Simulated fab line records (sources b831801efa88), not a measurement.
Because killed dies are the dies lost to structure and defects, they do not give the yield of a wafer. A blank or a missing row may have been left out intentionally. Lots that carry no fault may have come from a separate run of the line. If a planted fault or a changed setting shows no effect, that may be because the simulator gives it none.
fab line records | flow sfq-line
record lots=6 | wafers=18 | last-day=92
route steps=325 shown M0@32 I0@43 M1@58
lots untouched by any fault: they come from a run of this same line in which no faults occurred
start-h: the number of hours between the record's first day and the start of the first shown wafer of the lot | wait-h: hours elapsed since this lot's preceding step | " unchanged from the row above | L1.1+2: several wafers, shown together as one row | - no value, or no start was given | * or withheld: withheld | < > ~ a bound
route shown NAME@n: a module of which the file shows steps, and the number in the route of the first | usual: mean/standard deviation taken from wafers without a fault | same: alike in all rows | chamber/n: place in a boat | sites: per-site readings | _std_site: their standard deviation | _edge_site: the outer-site mean with the inner-site mean subtracted | radius-mm: how far each site lies from the wafer's centre | mask NAME#n: copy n | behind: the tool/chamber that last shaped the wafer | hold: why the lot went on hold/how many hours it stayed there/how the hold came to an end | device: whichever transistor did not switch (one of n, p or np) | end of line: the same wafers' tests at the end of the route | step lacking rows: just its recipe | killed: not the wafer's yield, but the dies lost to structure and defects at the first sort | map: the dies of a wafer, with x for killed, . for not killed, _ for no die there
set.NAME: the run value of the setting; set.NAME@STEP: its run value at that earlier step | model.NAME: the simulator's own value behind a step, which no gauge read
lots at some steps of the route; a table a step, a row a wafer
services: when a tool's chamber went out of use (start-h, in hours from the record's first day, below 0 if earlier), for how many hours, and the reason
## steps
# step SFQ_TRILAYER_M0_LITHO_COAT_026
# recipe resist=BARC | spin-rpm=3000 | resist-thk-nm=62
# step SFQ_TRILAYER_M0_LITHO_COAT_021
# recipe resist=KrF | spin-rpm=3000 | resist-thk-nm=600
# step SFQ_TRILAYER_M0_LITHO_SOFTBAKE_025
# recipe temp-c=withheld | time-s=withheld | resist=KrF
# step SFQ_TRILAYER_M0_LITHO_EXPOSE_022
# recipe mask-id=M0 | na=0.6 | source-shape=conventional | sigma-outer=0.65 | target-cd-nm=500 | dose-mj=14.4
# step SFQ_TRILAYER_M0_LITHO_PEB_024
# recipe peb-temp-c=115 | peb-time-s=60 | resist=KrF
# step SFQ_TRILAYER_M0_LITHO_DEVELOP_023
# recipe time-s=60 | resist=KrF
# step SFQ_M0_OVL_MEAS_906
# usual M0_OVL=0/5.5
lot.wafer | tool       | chamber | start-h | wait-h | M0_OVL[nm]
L881.1    | overlay-01 | -       | 261.87  | 0.1    | 13
L881.2    | "          | -       | "       | "      | 5
L881.3    | "          | -       | "       | "      | 10
L895.1    | overlay-01 | -       | 394.71  | 0.1    | 8
L895.4    | "          | -       | "       | "      | -4
L895.6    | "          | -       | "       | "      | -2
L896.2    | overlay-02 | -       | 403.12  | 0.1    | 4
L896.4    | "          | -       | "       | "      | 4
L896.6    | "          | -       | "       | "      | 0
L898.3    | overlay-01 | -       | 416.32  | 0.1    | 0
L898.4    | "          | -       | "       | "      | 2
L898.6    | "          | -       | "       | "      | 0
L903.3    | overlay-01 | -       | 470.58  | 0.1    | -5
L903.4    | "          | -       | "       | "      | -2
L903.5    | "          | -       | "       | "      | -4
L904.3    | overlay-02 | -       | 485.11  | 0.1    | -3
L904.4    | "          | -       | "       | "      | 6
L904.5    | "          | -       | "       | "      | 0
# step SFQ_TRILAYER_M0_BARC_OPEN_METAL_ETCH_031
# recipe mask-material=PR | chemistry=O2 | target-depth-nm=125 | target=BARC | icp-w=600 | bias-w=80 | pressure-mtorr=10 | time-s=41.7
# usual drypump-motor-current-A=5.7/0.42 | he-backside-leak-sccm=3.35/0.29 | oes-product-au=0.685/0.0044
lot.wafer | tool         | chamber | start-h | wait-h | drypump-motor-current-A | he-backside-leak-sccm | oes-product-au | rf-hours-counter-h
L881.1    | rie-metal-03 | 1       | 261.90  | 0.0    | 5.2                     | 3.14                  | 0.679          | 35
L881.2    | "            | 0       | "       | "      | 5.9                     | 3.57                  | 0.691          | 53
L881.3    | "            | 1       | "       | "      | 5.2                     | 3.23                  | 0.684          | -
L895.1    | rie-metal-02 | 1       | 394.75  | 0.0    | 6.3                     | 3.29                  | 0.681          | 124
L895.4    | "            | 1       | "       | "      | 6.3                     | 3.31                  | 0.685          | -
L895.6    | "            | 1       | "       | "      | 6.3                     | 3.33                  | 0.684          | -
L896.2    | rie-metal-03 | 1       | 403.15  | 0.0    | 5.2                     | 3.27                  | 0.684          | 55
L896.4    | "            | 1       | "       | "      | 5.2                     | 3.38                  | 0.684          | -
L896.6    | "            | 0       | "       | "      | 6.0                     | 3.63                  | 0.679          | -
L898.3    | rie-metal-03 | 1       | 416.37  | 0.0    | 5.1                     | 3.09                  | 0.683          | -
L898.4    | "            | 0       | "       | "      | 6.0                     | 3.61                  | 0.692          | -
L898.6    | "            | 1       | "       | "      | 5.2                     | 3.25                  | 0.681          | -
L903.3    | rie-metal-01 | 0       | 470.63  | 0.0    | 5.3                     | 2.97                  | 0.683          | -
L903.4    | "            | 1       | "       | "      | 6.0                     | 3.30                  | 0.690          | -
L903.5    | "            | 0       | "       | "      | 5.3                     | 2.76                  | 0.679          | -
L904.3    | rie-metal-02 | 0       | 485.15  | 0.0    | 5.5                     | 3.52                  | 0.681          | -
L904.4    | "            | 1       | "       | "      | 6.3                     | 3.28                  | 0.683          | -
L904.5    | "            | 0       | "       | "      | 5.6                     | 3.72                  | 0.688          | -
# step SFQ_TRILAYER_M0_ETCH_METAL_ETCH_024
# recipe target=Nb | stop-on=SiO2 | mask-material=PR | chemistry=Cl2/Ar | target-depth-nm=240 | icp-w=600 | bias-w=80 | pressure-mtorr=10 | time-s=120
# usual drypump-motor-current-A=5.7/0.42 | he-backside-leak-sccm=3.4/0.33 | oes-product-au=0.894/0.0065
lot.wafer | tool         | chamber | start-h | wait-h | drypump-motor-current-A | he-backside-leak-sccm | oes-product-au | rf-hours-counter-h
L881.1    | rie-metal-03 | 1       | 261.96  | 0.0    | 5.2                     | 3.1                   | 0.891          | 35
L881.2    | "            | 0       | "       | "      | 5.9                     | 3.5                   | 0.898          | 53
L881.3    | "            | 1       | "       | "      | 5.2                     | 3.1                   | 0.890          | -
L895.1    | rie-metal-02 | 1       | 394.81  | 0.0    | 6.3                     | 3.3                   | 0.898          | 124
L895.4    | "            | 1       | "       | "      | 6.3                     | 3.2                   | 0.888          | -
L895.6    | "            | 1       | "       | "      | 6.3                     | 3.2                   | 0.887          | -
L896.2    | rie-metal-03 | 1       | 403.21  | 0.0    | 5.1                     | 3.2                   | 0.895          | 55
L896.4    | "            | 1       | "       | "      | 5.2                     | 3.3                   | 0.899          | -
L896.6    | "            | 0       | "       | "      | 5.9                     | 3.5                   | 0.900          | -
L898.3    | rie-metal-03 | 1       | 416.45  | 0.1    | 5.2                     | 3.2                   | 0.895          | -
L898.4    | "            | 0       | "       | "      | 5.9                     | 3.4                   | 0.896          | -
L898.6    | "            | 1       | "       | "      | 5.2                     | 3.3                   | 0.887          | -
L903.3    | rie-metal-01 | 0       | 470.71  | 0.1    | 5.3                     | 3.0                   | 0.898          | -
L903.4    | "            | 1       | "       | "      | 6.0                     | 3.0                   | 0.890          | -
L903.5    | "            | 0       | "       | "      | 5.3                     | 3.0                   | 0.891          | -
L904.3    | rie-metal-02 | 0       | 485.23  | 0.1    | 5.5                     | 3.6                   | 0.884          | -
L904.4    | "            | 1       | "       | "      | 6.3                     | 3.2                   | 0.886          | -
L904.5    | "            | 0       | "       | "      | 5.5                     | 3.6                   | 0.900          | -
# step SFQ_TRILAYER_M0_STRIP_STRIP_025
# recipe gas=O2 | power-w=200 | platen-temp-c=40 | overash-fraction=0.65 | chemistry=O2 | pressure-mtorr=50
# usual drypump-motor-current-A=5.7/0.42 | he-backside-leak-sccm=3.4/0.37 | oes-product-au=1.002/0.012
lot.wafer | tool         | chamber | start-h | wait-h | drypump-motor-current-A | he-backside-leak-sccm | oes-product-au | rf-hours-counter-h
L881.1    | rie-metal-03 | 1       | 262.09  | 0.1    | 5.1                     | 3.2                   | 0.990          | 35
L881.2    | "            | 0       | "       | "      | 6.0                     | 3.6                   | 1.022          | 53
L881.3    | "            | 1       | "       | "      | 5.1                     | 3.2                   | 0.989          | -
L895.1    | rie-metal-02 | 1       | 394.93  | 0.1    | 6.3                     | 3.3                   | 0.996          | 124
L895.4    | "            | 1       | "       | "      | 6.3                     | 3.2                   | 0.987          | -
L895.6    | "            | 1       | "       | "      | 6.3                     | 3.2                   | 1.003          | -
L896.2    | rie-metal-03 | 1       | 403.33  | 0.1    | 5.1                     | 3.4                   | 1.001          | 55
L896.4    | "            | 1       | "       | "      | 5.1                     | 3.3                   | 0.980          | -
L896.6    | "            | 0       | "       | "      | 5.9                     | 3.6                   | 1.018          | -
L898.3    | rie-metal-03 | 1       | 416.73  | 0.2    | 5.2                     | 3.2                   | 0.990          | -
L898.4    | "            | 0       | "       | "      | 6.0                     | 3.6                   | 1.022          | -
L898.6    | "            | 1       | "       | "      | 5.2                     | 3.3                   | 0.987          | -
L903.3    | rie-metal-01 | 0       | 470.99  | 0.2    | 5.3                     | 3.1                   | 0.994          | -
L903.4    | "            | 1       | "       | "      | 6.0                     | 3.0                   | 1.000          | -
L903.5    | "            | 0       | "       | "      | 5.3                     | 3.1                   | 1.001          | -
L904.3    | rie-metal-02 | 0       | 485.52  | 0.2    | 5.5                     | 3.8                   | 1.014          | -
L904.4    | "            | 1       | "       | "      | 6.3                     | 3.2                   | 1.011          | -
L904.5    | "            | 0       | "       | "      | 5.5                     | 3.6                   | 1.013          | -
# step SFQ_TRILAYER_M0_STRIP_SOLV_CLEAN_026
# recipe chemistry=NMP | temp-c=70 | time-s=600
# step SFQ_TRILAYER_I0_DEP_PECVD_027
# recipe material=SiO2 | temp-c=150 | time-s=111.11 | pressure-torr=2.4 | rf-w=183.3 | precursor=SiH4/N2O | target-thk-nm=500
# step SFQ_TRILAYER_I0_CMP_CMP_028
# recipe material=SiO2 | down-force-psi=3 | platen-rpm=60 | pad-velocity-m-s=0.94248
# usual motor-current-A=10.3/0.69 | time-to-endpoint-s=208/7.5
lot.wafer | tool   | chamber | start-h | wait-h | motor-current-A | time-to-endpoint-s | model.SiO2_of_TRILAYER_I0_DEP_PECVD_027.thk-nm
L881.2    | cmp-01 | 0       | 268.08  | 5.2    | 10.1            | 208                | 199.8
L881.3    | "      | 1       | "       | "      | 9.8             | 214                | 199.4
L881.1    | "      | 2       | "       | "      | 11.8            | 218                | 201
L895.4    | cmp-02 | 0       | 396.46  | 0.5    | 10.1            | 189                | 213.3
L895.1    | "      | 1       | "       | "      | 9.8             | 186                | 213.5
L895.6    | "      | 3       | 397.96  | 2.0    | 11.0            | 201                | 199.4
L896.2    | cmp-02 | 2       | 404.36  | 0.0    | 9.8             | 200                | 198.3
L896.4    | "      | 1       | 405.86  | 1.5    | 9.2             | 191                | 213.2
L896.6    | "      | 2       | "       | "      | 9.5             | 203                | 197.8
L898.3    | cmp-01 | 1       | 417.40  | 0.0    | 10.6            | 202                | 200.2
L898.4    | "      | 2       | "       | "      | 10.4            | 208                | 201.4
L898.6    | "      | 2       | 419.90  | 2.5    | 11.7            | 218                | 202.8
L903.4    | cmp-02 | 1       | 471.82  | 0.0    | 9.3             | 207                | 197.4
L903.3    | "      | 0       | 473.32  | 1.5    | 10.4            | 201                | 198.1
L903.5    | "      | 1       | "       | "      | 9.3             | 205                | 197.4
L904.3    | cmp-01 | 0       | 492.75  | 6.6    | 9.7             | 202                | 199.8
L904.4    | "      | 2       | 493.75  | 7.6    | 11.4            | 211                | 200.9
L904.5    | "      | 0       | 494.75  | 8.6    | 10.3            | 205                | 200.2
# step SFQ_I0_BOW_MEAS_907
# recipe mode=bow
# usual I0_BOW=1/6.5
lot.wafer | tool          | chamber | start-h | wait-h | I0_BOW[um]
L881.1    | film-metro-01 | -       | 270.58  | 1.0    | -1
L881.2    | "             | -       | "       | "      | 0
L881.3    | "             | -       | "       | "      | 13
L895.1    | film-metro-02 | -       | 398.96  | 1.5    | 1
L895.4    | "             | -       | "       | "      | -5
L895.6    | "             | -       | "       | "      | -5
L896.2    | film-metro-04 | -       | 407.38  | 2.5    | 7
L896.4    | "             | -       | "       | "      | -9
L896.6    | "             | -       | "       | "      | -4
L898.3    | film-metro-04 | -       | 420.44  | 2.5    | 1
L898.4    | "             | -       | "       | "      | 2
L898.6    | "             | -       | "       | "      | -6
L903.3    | film-metro-02 | -       | 474.86  | 1.0    | 2
L903.4    | "             | -       | "       | "      | 6
L903.5    | "             | -       | "       | "      | 0
L904.3    | film-metro-04 | -       | 495.29  | 2.0    | 4
L904.4    | "             | -       | "       | "      | 12
L904.5    | "             | -       | "       | "      | 6
# step SFQ_TRILAYER_I0_METRO_MEASURE_029
# usual thk-nm=199.2/1
lot.wafer | tool          | chamber | start-h | wait-h | thk-nm
L881.1    | film-metro-01 | -       | 270.70  | 0.1    | 201.1
L881.2    | "             | -       | "       | "      | 199.9
L881.3    | "             | -       | "       | "      | 199.4
L895.1    | film-metro-02 | -       | 399.08  | 0.1    | 213.7
L895.4    | "             | -       | "       | "      | 213.1
L895.6    | "             | -       | "       | "      | 199.3
L896.2    | film-metro-04 | -       | 407.68  | 0.3    | 198.4
L896.4    | "             | -       | "       | "      | 213.2
L896.6    | "             | -       | "       | "      | 197.8
L898.3    | film-metro-04 | -       | 420.92  | 0.5    | 200.2
L898.4    | "             | -       | "       | "      | 201.5
L898.6    | "             | -       | "       | "      | 202.9
L903.3    | film-metro-02 | -       | 475.34  | 0.5    | 198.1
L903.4    | "             | -       | "       | "      | 197.4
L903.5    | "             | -       | "       | "      | 197.5
L904.3    | film-metro-04 | -       | 495.77  | 0.5    | 199.8
L904.4    | "             | -       | "       | "      | 200.9
L904.5    | "             | -       | "       | "      | 200.2
# step SFQ_TRILAYER_I0_VIA_LITHO_COAT_036
# recipe resist=BARC | spin-rpm=3000 | resist-thk-nm=62
# step SFQ_TRILAYER_I0_VIA_LITHO_COAT_031
# recipe resist=KrF | spin-rpm=3000 | resist-thk-nm=650
# step SFQ_TRILAYER_I0_VIA_LITHO_SOFTBAKE_035
# recipe temp-c=withheld | time-s=withheld | resist=KrF
# step SFQ_TRILAYER_I0_VIA_LITHO_EXPOSE_032
# recipe mask-id=I0 | na=0.6 | source-shape=conventional | sigma-outer=0.65 | target-cd-nm=500 | dose-mj=21.3
# step SFQ_TRILAYER_I0_VIA_LITHO_PEB_034
# recipe peb-temp-c=115 | peb-time-s=60 | resist=KrF
# step SFQ_TRILAYER_I0_VIA_LITHO_DEVELOP_033
# recipe time-s=60 | resist=KrF
# step SFQ_I0_OVL_MEAS_908
# usual I0_OVL=-1/5
lot.wafer | tool       | chamber | start-h | wait-h | I0_OVL[nm]
L881.1    | overlay-01 | -       | 303.59  | 0.1    | 1
L881.2    | "          | -       | "       | "      | 2
L881.3    | "          | -       | "       | "      | 1
L895.1    | overlay-01 | -       | 403.41  | 0.1    | 5
L895.4    | "          | -       | "       | "      | -1
L895.6    | "          | -       | "       | "      | 2
L896.2    | overlay-01 | -       | 410.94  | 0.1    | -2
L896.4    | "          | -       | "       | "      | -6
L896.6    | "          | -       | "       | "      | 1
L898.3    | overlay-02 | -       | 423.98  | 0.1    | -15
L898.4    | "          | -       | "       | "      | -9
L898.6    | "          | -       | "       | "      | -6
L903.3    | overlay-02 | -       | 628.57  | 0.1    | -9
L903.4    | "          | -       | "       | "      | 2
L903.5    | "          | -       | "       | "      | -8
L904.3    | overlay-02 | -       | 650.17  | 0.1    | -4
L904.4    | "          | -       | "       | "      | -2
L904.5    | "          | -       | "       | "      | 0
# step SFQ_TRILAYER_I0_VIA_BARC_OPEN_VIA_ETCH_046
# recipe mask-material=PR | chemistry=O2 | target-depth-nm=125 | target=BARC | source-w=500 | bias-w=80 | pressure-mtorr=30 | time-s=41.7
# step SFQ_TRILAYER_I0_VIA_ETCH_VIA_ETCH_034
# recipe target=SiO2 | stop-on=Nb | mask-material=PR | taper-deg=20 | chemistry=CHF3 | target-depth-nm=260 | source-w=500 | bias-w=80 | pressure-mtorr=30 | time-s=withheld
# usual drypump-motor-current-A=5.7/0.35 | oes-product-au=0.853/0.005
lot.wafer | tool        | chamber | start-h | wait-h | drypump-motor-current-A | oes-product-au | model.etch.depth-nm | model.I0.feature-depth-nm
L881.1    | rie-diel-02 | 3       | 303.66  | 0.0    | 6.2                     | 0.861          | 201                 | 201
L881.2    | "           | 1       | "       | "      | 5.3                     | 0.849          | 199.8               | 199.8
L881.3    | "           | 2       | "       | "      | 6.0                     | 0.853          | 199.4               | 199.4
L895.1    | rie-diel-04 | 3       | 403.49  | 0.0    | 5.6                     | 0.880          | 213.5               | 213.5
L895.4    | "           | 2       | "       | "      | 5.4                     | 0.888          | 213.3               | 213.3
L895.6    | "           | 3       | "       | "      | 5.6                     | 0.856          | 199.4               | 199.4
L896.2    | rie-diel-02 | 0       | 411.01  | 0.0    | 5.8                     | 0.854          | 198.3               | 198.3
L896.4    | "           | 2       | "       | "      | 5.9                     | 0.882          | 213.2               | 213.2
L896.6    | "           | 0       | "       | "      | 5.9                     | 0.840          | 197.8               | 197.8
L898.3    | rie-diel-04 | 3       | 424.05  | 0.0    | 5.6                     | 0.852          | 200.2               | 200.2
L898.4    | "           | 1       | "       | "      | 5.2                     | 0.860          | 201.4               | 201.4
L898.6    | "           | 0       | "       | "      | 5.8                     | 0.862          | 202.8               | 202.8
L903.3    | rie-diel-02 | 1       | 628.63  | 0.0    | 5.3                     | 0.861          | 198.1               | 198.1
L903.4    | "           | 2       | "       | "      | 6.0                     | 0.849          | 197.4               | 197.4
L903.5    | "           | 3       | "       | "      | 6.2                     | 0.852          | 197.4               | 197.4
L904.3    | rie-diel-04 | 0       | 650.23  | 0.0    | 5.8                     | 0.851          | 199.8               | 199.8
L904.4    | "           | 1       | "       | "      | 5.2                     | 0.858          | 200.9               | 200.9
L904.5    | "           | 3       | "       | "      | 5.7                     | 0.854          | 200.2               | 200.2
# step SFQ_TRILAYER_I0_VIA_STRIP_STRIP_035
# recipe gas=O2 | power-w=200 | platen-temp-c=40 | overash-fraction=0.65 | chemistry=O2 | pressure-mtorr=50
# usual drypump-motor-current-A=5.7/0.36 | he-backside-leak-sccm=3.31/0.26 | oes-product-au=1.003/0.012
lot.wafer | tool         | chamber | start-h | wait-h | drypump-motor-current-A | he-backside-leak-sccm | oes-product-au | rf-hours-counter-h
L881.1    | rie-metal-04 | 1       | 303.78  | -      | 5.5                     | 2.98                  | 0.992          | 66
L881.2    | "            | 0       | "       | "      | 5.4                     | 3.40                  | 1.012          | 121
L881.3    | "            | 0       | "       | "      | 5.4                     | 3.21                  | 1.015          | -
L895.1    | rie-metal-02 | 0       | 403.60  | -      | 5.5                     | 3.48                  | 1.006          | 97
L895.4    | "            | 1       | "       | "      | 6.3                     | 3.25                  | 1.011          | -
L895.6    | "            | 0       | "       | "      | 5.6                     | 3.39                  | 1.023          | -
L896.2    | rie-metal-04 | 0       | 411.12  | -      | 5.4                     | 3.24                  | 1.031          | 135
L896.4    | "            | 1       | "       | "      | 5.5                     | 3.21                  | 1.020          | -
L896.6    | "            | 0       | "       | "      | 5.4                     | 3.31                  | 1.028          | -
L898.3    | rie-metal-04 | 1       | 424.36  | -      | 5.5                     | 3.36                  | 1.012          | -
L898.4    | "            | 0       | "       | "      | 5.4                     | 3.35                  | 1.026          | -
L898.6    | "            | 0       | "       | "      | 5.4                     | 3.35                  | 1.010          | -
L903.3    | rie-metal-04 | 0       | 628.95  | -      | 5.4                     | 3.19                  | 0.994          | -
L903.4    | "            | 1       | "       | "      | 5.5                     | 3.36                  | 0.993          | -
L903.5    | "            | 0       | "       | "      | 5.4                     | 3.27                  | 0.998          | -
L904.3    | rie-metal-04 | 0       | 650.55  | -      | 5.4                     | 3.15                  | 1.008          | -
L904.4    | "            | 1       | "       | "      | 5.5                     | 3.30                  | 1.002          | -
L904.5    | "            | 0       | "       | "      | 5.4                     | 3.11                  | 1.003          | -
# step SFQ_TRILAYER_I0_VIA_STRIP_SOLV_CLEAN_036
# recipe chemistry=NMP | temp-c=70 | time-s=600
# step SFQ_TRILAYER_M1_DEP_PRE_CLEAN_038
# recipe gas=Ar | time-s=22.5 | bias-v=250
lot.wafer | tool           | chamber | start-h | wait-h | model.SiO2_of_TRILAYER_I0_DEP_PECVD_027.thk-nm
L881.1    | pvd-sputter-06 | -       | 304.55  | 0.0    | 193.5
L881.2    | "              | -       | "       | "      | 192.3
L881.3    | "              | -       | "       | "      | 191.9
L895.1    | pvd-sputter-03 | -       | 404.39  | 0.0    | 206
L895.4    | "              | -       | "       | "      | 205.8
L895.6    | "              | -       | "       | "      | 191.9
L896.2    | pvd-sputter-03 | -       | 411.89  | 0.0    | 190.8
L896.4    | "              | -       | "       | "      | 205.7
L896.6    | "              | -       | "       | "      | 190.3
L898.3    | pvd-sputter-05 | -       | 424.95  | 0.0    | 192.7
L898.4    | "              | -       | "       | "      | 193.9
L898.6    | "              | -       | "       | "      | 195.3
L903.3    | pvd-sputter-06 | -       | 629.54  | 0.0    | 190.6
L903.4+5  | "              | -       | "       | "      | 189.9
L904.3    | pvd-sputter-06 | -       | 651.30  | 0.0    | 192.3
L904.4    | "              | -       | "       | "      | 193.4
L904.5    | "              | -       | "       | "      | 192.7
# step SFQ_TRILAYER_M1_DEP_SPUTTER_037
# recipe material=Nb | base-pressure-pa=1.33e-06 | chamber-pressure-pa=0.1333 | substrate-temp-c=20 | resputter-cathode-voltage-v=400 | target-thk-nm=200 | power-w=2000 | time-s=133.3
# usual throttle-valve-pct=30.2/1.2
lot.wafer | tool           | chamber | start-h | wait-h | throttle-valve-pct
L881.1    | pvd-sputter-06 | -       | 304.58  | 0.0    | 30.7
L881.2    | "              | -       | "       | "      | 29.5
L881.3    | "              | -       | "       | "      | 31.3
L895.1    | pvd-sputter-03 | -       | 404.42  | 0.0    | 30.5
L895.4    | "              | -       | "       | "      | 28.1
L895.6    | "              | -       | "       | "      | 30.5
L896.2    | pvd-sputter-03 | -       | 411.92  | 0.0    | 30.5
L896.4    | "              | -       | "       | "      | 29.5
L896.6    | "              | -       | "       | "      | 29.5
L898.3    | pvd-sputter-05 | -       | 424.98  | 0.0    | 31.0
L898.4    | "              | -       | "       | "      | 31.5
L898.6    | "              | -       | "       | "      | 31.0
L903.3    | pvd-sputter-06 | -       | 629.57  | 0.0    | 29.5
L903.4    | "              | -       | "       | "      | 30.6
L903.5    | "              | -       | "       | "      | 30.8
L904.3    | pvd-sputter-06 | -       | 651.33  | 0.0    | 31.3
L904.4    | "              | -       | "       | "      | 30.2
L904.5    | "              | -       | "       | "      | 30.4
## services
tool           | chamber | start-h | hours | kind
cmp-01         | -       | 245.17  | 16.4  | repair
rie-metal-01   | 1       | 254.07  | 5.4   | repair
film-metro-04  | -       | 254.63  | 1.0   | pm
rie-diel-04    | 2       | 259.30  | 11.5  | repair
film-metro-04  | -       | 291.48  | 14.5  | repair
rie-diel-04    | 3       | 300.07  | 6.0   | repair
cmp-01         | -       | 305.50  | 0.6   | repair
rie-diel-04    | 1       | 305.75  | 8.1   | repair
pvd-sputter-06 | -       | 314.00  | 5.3   | repair
pvd-sputter-03 | -       | 348.63  | 2.7   | repair
pvd-sputter-06 | -       | 354.53  | 4.6   | repair
pvd-sputter-06 | -       | 392.42  | 13.2  | repair
rie-metal-02   | 1       | 399.90  | 3.4   | repair
rie-metal-04   | -       | 434.86  | 0.7   | repair
rie-metal-03   | -       | 440.95  | 0.4   | repair
rie-metal-02   | -       | 442.12  | 2.4   | repair
pvd-sputter-06 | -       | 475.97  | 4.2   | repair
rie-metal-02   | -       | 485.92  | 2.8   | pm
rie-metal-04   | 1       | 495.22  | 4.0   | repair
rie-metal-03   | -       | 498.78  | 4.6   | repair
pvd-sputter-03 | -       | 534.84  | 9.0   | repair
pvd-sputter-03 | -       | 550.20  | 19.1  | repair
rie-metal-02   | -       | 635.69  | 0.6   | repair
pvd-sputter-03 | -       | 645.32  | 2.3   | repair
## key
first-sign step=SFQ_TRILAYER_I0_METRO_MEASURE_029 | reading=thk-nm | direction=up | sigmas=14 | usual=199.2 | struck=213.3
effect step=SFQ_TRILAYER_I0_VIA_ETCH_VIA_ETCH_034 | reading=oes-product-au | direction=up | sigmas=6.2 | usual=0.853 | struck=0.883
model-effect step=SFQ_TRILAYER_I0_CMP_CMP_028 | value=SiO2_of_TRILAYER_I0_DEP_PECVD_027.thk-nm | without=198.3 | struck=213.3
model-effect step=SFQ_TRILAYER_I0_VIA_ETCH_VIA_ETCH_034 | value=etch.depth-nm | without=198.3 | struck=213.3
model-effect step=SFQ_TRILAYER_M1_DEP_PRE_CLEAN_038 | value=SiO2_of_TRILAYER_I0_DEP_PECVD_027.thk-nm | without=190.8 | struck=205.8
met-at SFQ_TRILAYER_I0_CMP_CMP_028
struck-wafers L895.1,L895.4,L896.4
fault kind=process-parameter-drift | tool=cmp-02 | chamber=- | onset-h=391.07 | steps=SFQ_TRILAYER_I0_CMP_CMP_028 | channel=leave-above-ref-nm | offset=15 | shape=step | end-h=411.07 | scope=struck-wafers-only | acts-in=these-recipes-only | stated=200
